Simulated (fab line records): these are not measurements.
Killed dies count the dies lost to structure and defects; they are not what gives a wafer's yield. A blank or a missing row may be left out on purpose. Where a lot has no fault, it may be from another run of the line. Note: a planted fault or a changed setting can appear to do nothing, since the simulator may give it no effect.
Which of the tools did it? || flow sky130 || 45 wafers from 15 lots sampled at 2 of the route's 708 steps

WHAT THE GAUGES READ, wafer by wafer
SKY_VT_ADJUST_NCORE_TW_MEAS_11. Usual: VT_ADJUST_NCORE_TW typically reads 219.0, with standard deviation 1.3.
{"lot": "L482", "measured": "day 8 12:34", "on": "film metro-04", "VT_ADJUST_NCORE_TW": "218.5 219.3 218.2", "flag": ""}
{"lot": "L483", "measured": "day 8 16:59", "on": "film metro-04", "VT_ADJUST_NCORE_TW": "219.3 219.0 219.1", "flag": ""}
{"lot": "L485", "measured": "day 9 09:35", "on": "film metro-03", "VT_ADJUST_NCORE_TW": "217.8 217.4 216.5", "flag": ""}
{"lot": "L487", "measured": "day 10 12:07", "on": "film metro-04", "VT_ADJUST_NCORE_TW": "220.8 220.9 221.6", "flag": ""}
{"lot": "L488", "measured": "day 10 21:14", "on": "film metro-04", "VT_ADJUST_NCORE_TW": "220.8 221.1 220.8", "flag": ""}
{"lot": "L489", "measured": "day 11 03:45", "on": "film metro-01", "VT_ADJUST_NCORE_TW": "218.9 220.0 219.9", "flag": ""}
{"lot": "L490", "measured": "day 11 13:14", "on": "film metro-01", "VT_ADJUST_NCORE_TW": "219.3 219.0 219.2", "flag": ""}
{"lot": "L491", "measured": "day 11 21:22", "on": "film metro-01", "VT_ADJUST_NCORE_TW": "221.3 220.2 220.0", "flag": ""}
{"lot": "L492", "measured": "day 12 01:22", "on": "film metro-04", "VT_ADJUST_NCORE_TW": "218.7 220.0 219.9", "flag": ""}
{"lot": "L493", "measured": "day 12 10:05", "on": "film metro-04", "VT_ADJUST_NCORE_TW": "217.9 219.0 218.3", "flag": ""}
{"lot": "L494", "measured": "day 12 16:40", "on": "film metro-03", "VT_ADJUST_NCORE_TW": "217.8 218.3 217.8", "flag": ""}
{"lot": "L497", "measured": "day 13 14:01", "on": "film metro-03", "VT_ADJUST_NCORE_TW": "218.4 219.9 218.7", "flag": ""}
{"lot": "L501", "measured": "day 15 04:34", "on": "film metro-03", "VT_ADJUST_NCORE_TW": "216.2 217.3 217.4", "flag": ""}
{"lot": "L503", "measured": "day 15 22:24", "on": "film metro-03", "VT_ADJUST_NCORE_TW": "216.3 217.3 215.6", "flag": ""}
{"lot": "L502", "measured": "day 15 23:20", "on": "film metro-01", "VT_ADJUST_NCORE_TW": "217.5 218.7 218.4", "flag": ""}

SKY_SONOS_ONO_THK_MEAS_03. Usual: SONOS_ONO_CVD_02_THK typically reads 10.48 nm, with standard deviation 0.15.
{"lot": "L482", "measured": "day 11 15:23", "on": "film metro-04", "SONOS_ONO_CVD_02_THK (nm)": "10.68 10.80 10.76", "flag": ""}
{"lot": "L483", "measured": "day 11 20:15", "on": "film metro-03", "SONOS_ONO_CVD_02_THK (nm)": "10.48 10.42 10.37", "flag": ""}
{"lot": "L485", "measured": "day 12 14:12", "on": "film metro-01", "SONOS_ONO_CVD_02_THK (nm)": "10.41 10.39 10.43", "flag": ""}
{"lot": "L487", "measured": "day 13 20:01", "on": "film metro-01", "SONOS_ONO_CVD_02_THK (nm)": "10.49 10.39 10.29", "flag": ""}
{"lot": "L488", "measured": "day 14 05:18", "on": "film metro-03", "SONOS_ONO_CVD_02_THK (nm)": "10.43 10.48 10.54", "flag": ""}
{"lot": "L489", "measured": "day 14 14:29", "on": "film metro-01", "SONOS_ONO_CVD_02_THK (nm)": "10.71 10.78 10.74", "flag": ""}
{"lot": "L490", "measured": "day 15 01:17", "on": "film metro-01", "SONOS_ONO_CVD_02_THK (nm)": "10.40 10.37 10.32", "flag": ""}
{"lot": "L491", "measured": "day 15 07:35", "on": "film metro-03", "SONOS_ONO_CVD_02_THK (nm)": "10.55 10.64 10.64", "flag": ""}
{"lot": "L492", "measured": "day 15 13:39", "on": "film metro-01", "SONOS_ONO_CVD_02_THK (nm)": "10.54 10.45 10.45", "flag": ""}
{"lot": "L493", "measured": "day 16 00:26", "on": "film metro-01", "SONOS_ONO_CVD_02_THK (nm)": "10.50 10.43 10.49", "flag": ""}
{"lot": "L494", "measured": "day 16 07:22", "on": "film metro-01", "SONOS_ONO_CVD_02_THK (nm)": "10.37 10.49 10.52", "flag": ""}
{"lot": "L497", "measured": "day 17 10:20", "on": "film metro-01", "SONOS_ONO_CVD_02_THK (nm)": "10.43 10.43 10.48", "flag": ""}
{"lot": "L501", "measured": "day 18 23:10", "on": "film metro-03", "SONOS_ONO_CVD_02_THK (nm)": "10.46 10.41 10.39", "flag": ""}
{"lot": "L503", "measured": "day 19 18:00", "on": "film metro-04", "SONOS_ONO_CVD_02_THK (nm)": "10.46 10.55 10.58", "flag": ""}
{"lot": "L502", "measured": "day 19 18:01", "on": "film metro-03", "SONOS_ONO_CVD_02_THK (nm)": "10.56 10.64 10.56", "flag": ""}

WHAT TOOL EACH LOT RAN ON (gives the tool, then ch and the chambers of the sampled wafers, and finally the start)
The record holds no process step before these readings.

WHAT THE TOOLS THEMSELVES READ (means of the sampled wafers that have a number; where no wafer has one, the mark that the record gives instead)
The record holds no such reading with a usual standard deviation.

THE ANSWER, worked out from the rows above alone
Rule: take the mean of a lot's wafers that have a number; if it is more than 3 standard deviations from the usual mean, the lot is off. Also off: a lot with no number at a reading for which 4 or more lots have one. All remaining lots with rows at the step are treated as sound. First the gauges in route order, then the tools' own readings, where a lot's mean is used as printed above. The first step at which some lot is off is used, and at that step the reading that is off furthest; a lot without a number counts as furthest.
No lot is off at any reading shown: from this, nothing can be told.

WHAT THE SIMULATOR PUT IN
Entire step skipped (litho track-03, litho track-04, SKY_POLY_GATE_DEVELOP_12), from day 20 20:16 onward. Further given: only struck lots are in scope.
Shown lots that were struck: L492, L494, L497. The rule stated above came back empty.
